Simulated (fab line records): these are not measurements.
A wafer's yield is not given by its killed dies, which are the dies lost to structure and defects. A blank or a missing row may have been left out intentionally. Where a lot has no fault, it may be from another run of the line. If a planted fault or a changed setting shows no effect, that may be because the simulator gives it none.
Comparing a struck lot with a sound one + flow sky130 + 40 steps out of a route of 708
Sound: the wafers L390.1, L390.5, L390.6. Struck: wafer L388.5 (L388.2, L388.6, from the same lot, were not struck and are left out); the cause is given at the end.
At each step with rows: each side's tool, then ch and its chambers, then its first start. Under that, the readings that differ: sound wafers + struck wafers + difference of the means + sigmas: that difference in standard deviations of wafers without a fault.
alike: readings whose means differ by less than 2 such deviations, and words and numbers that are the same on both sides. not compared: withheld readings, readings that some wafer has no value for, bounds like >300 that may hide the same value, and numbers for which the record gives no deviation and whose values overlap.
Wherever a step has rows on one side only, a row that says differs or no value, or a row with sigmas, the two part there. Numbers that have no deviation but don't overlap get no sigmas and don't part them. A reading missing from all wafers of one side parts the sides only when that side holds two or more wafers.

first, 6 steps without rows for these wafers: SKY_METAL5_HMDS_08 (prime time 60 s); SKY_METAL5_COAT_09 (resist thk 1800 nm); SKY_METAL5_SOFTBAKE_10 (time 60 s); SKY_METAL5_EXPOSE_11 (exposes mask MM5, target cd 1600 nm); SKY_METAL5_PEB_12; SKY_METAL5_DEVELOP_13 (develop time 60 s).
SKY_METAL5_DESCUM_14: chemistry O2, time 11 s.
  sound on rieMetal-03 ch 0,1, day 45 07:37; struck on rieMetal-04 ch 1, day 44 23:04
  alike: drypumpMotorCurrentA, heBacksideLeakSccm, oesProductAu, tempC
  not compared: rfHoursCounterH
then, 1 step without rows for these wafers: SKY_METAL5_METAL_ETCH_15 (etches the open film in Cl2/BCl3, stops on SiO2, target depth 1260 nm, time 252 s).
SKY_METAL5_STRIP_16: strips in O2/N2.
  sound on plasmaAsher-03 ch 0,1, day 45 07:53; struck on plasmaAsher-03 ch 0, day 44 23:20
  alike: drypumpMotorCurrentA, oesProductAu, stripTimeToEndpointS
  not compared: rfHoursCounterH
then, 3 steps without rows for these wafers: SKY_METAL5_STRIP_17 (strips in post etch residue remover, time 1200 s); SKY_METAL5_CLEAN_18 (cleans in IPA, time 180 s); SKY_METAL5_CLEAN_19 (cleans in O3/DIW).
SKY_PASSIVATION_CVD_00: deposits SiO2, target thk 90 nm.
  sound on pecvd-04 ch 0,2, day 45 08:30; struck on pecvd-03 ch 1, day 44 23:56
| reading          | sound       | struck | difference | sigmas |
|------------------|-------------|--------|------------|--------|
| heaterPowerW (W) | 594 608 643 | 878    | +263       | +2     |
SKY_PASSIVATION_THK_MEAS_01:
  sound: filmMetro-01 at day 45 08:32; struck: filmMetro-02 at day 44 23:58
  alike: PASSIVATION_CVD_00_THK
SKY_PASSIVATION_CVD_02: deposits Si3N4, target thk 540 nm.
  sound on pecvd-01 ch 1,2, day 45 08:35; struck on pecvd-01 ch 2, day 45 00:01
  alike: heaterPowerW
SKY_PASSIVATION_THK_MEAS_03:
  sound: filmMetro-02 at day 45 08:56; struck: filmMetro-03 at day 45 00:15
  alike: PASSIVATION_CVD_02_THK
then, 8 steps without rows for these wafers: SKY_PASSIVATION_DEHYDRATE_04 (time 60 s); SKY_PASSIVATION_HMDS_05 (prime time 60 s); SKY_PASSIVATION_COAT_06 (resist thk 3000 nm); SKY_PASSIVATION_SOFTBAKE_07; SKY_PASSIVATION_EXPOSE_08 (exposes mask NSM, target cd 3000 nm); SKY_PASSIVATION_PEB_09; SKY_PASSIVATION_DEVELOP_10 (develop time 60 s); SKY_PASSIVATION_ETCH_11 (etches the open film in CF4/O2, stops on AlCu, target depth 725 nm, time 161.1 s).
SKY_PASSIVATION_STRIP_12: strips in O2/N2.
  sound on plasmaAsher-03 ch 0,1, day 46 06:29; struck on plasmaAsher-01 ch 0, day 45 21:29
  alike: drypumpMotorCurrentA, oesProductAu, stripTimeToEndpointS
  not compared: rfHoursCounterH
then, 8 steps without rows for these wafers: SKY_PAD_OPEN_DEHYDRATE_00 (time 60 s); SKY_PAD_OPEN_HMDS_01 (prime time 60 s); SKY_PAD_OPEN_COAT_02 (resist thk 3000 nm); SKY_PAD_OPEN_SOFTBAKE_03; SKY_PAD_OPEN_EXPOSE_04 (exposes mask PDM, target cd 60000 nm); SKY_PAD_OPEN_PEB_05; SKY_PAD_OPEN_DEVELOP_06 (develop time 60 s); SKY_PAD_OPEN_ETCH_07 (etches the open film in CF4/O2, stops on AlCu, target depth 725 nm, time 161.1 s).
SKY_PAD_OPEN_STRIP_08: strips in O2/N2.
  sound on plasmaAsher-01 ch 0,1, day 47 02:04; struck on plasmaAsher-04 ch 1, day 46 18:25
  alike: drypumpMotorCurrentA, oesProductAu
  not compared: rfHoursCounterH
then, 4 steps without rows for these wafers: SKY_PAD_OPEN_STRIP_09 (strips in post etch residue remover, time 1200 s); SKY_PAD_OPEN_CLEAN_10 (cleans in IPA, time 180 s); SKY_PAD_OPEN_CLEAN_11 (cleans in O3/DIW); SKY_PAD_OPEN_ANNEAL_12.
SKY_PAD_OPEN_BOW_MEAS_13:
  sound: filmMetro-03 at day 47 04:10; struck: filmMetro-04 at day 46 20:34
  alike: PAD_OPEN_BOW
SKY_PAD_OPEN_PROBE_99:
  sound: prober-01 at day 47 04:17; struck: prober-02 at day 46 20:52
| reading                               | sound              | struck | difference | sigmas |
|---------------------------------------|--------------------|--------|------------|--------|
| defectLimitedYield (%)                | 81.5 83.9 83.3     | 69.7   | -13.2      | -7     |
| killedAtOther                         | 0 0 0              | 61     | +61        | +88    |
| killedDies                            | 91 79 82           | 149    | +65        | +7     |
| sort_bin_3_pad_short (%)              | 0.8 0.8 0.6        | 3.3    | +2.6       | +6     |
| sort_bin_5_function (%)               | 12.2 10.0 10.2     | 18.9   | +8.1       | +5     |
| sort_bin_6_memory (%)                 | 5.5 5.3 5.9        | 8.1    | +2.5       | +2     |
| sortNPass                             | 401 413 410        | 343    | -65        | -7     |
| sortYieldPct (%)                      | 81.5 83.9 83.3     | 69.7   | -13.2      | -7     |
| model.etest.tester.sortNPass          | 401 413 410        | 343    | -65        |        |
| model.etest.tester.sortYieldPct (%)   | 81.5 83.94 83.33   | 69.72  | -13.20     |        |
| model.etest.tester.sort_bin_5_pct (%) | 12.2 9.959 10.16   | 18.9   | +8.1       |        |
| model.etest.tester.sort_bin_3_pct (%) | 0.813 0.813 0.6098 | 3.252  | +2.507     |        |
  alike: killed_at_M0_to_M3, killed_at_M4_up, killedAtContacts, killedAtFrontEnd, killedOpen, killedShort

WHERE THEY PART
Earliest at SKY_PASSIVATION_CVD_00; latest, in this record, at SKY_PAD_OPEN_PROBE_99.

WHY: whatever the simulator had introduced
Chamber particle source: pecvd-03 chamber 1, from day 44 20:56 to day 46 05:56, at SKY_PASSIVATION_CVD_00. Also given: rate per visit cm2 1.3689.
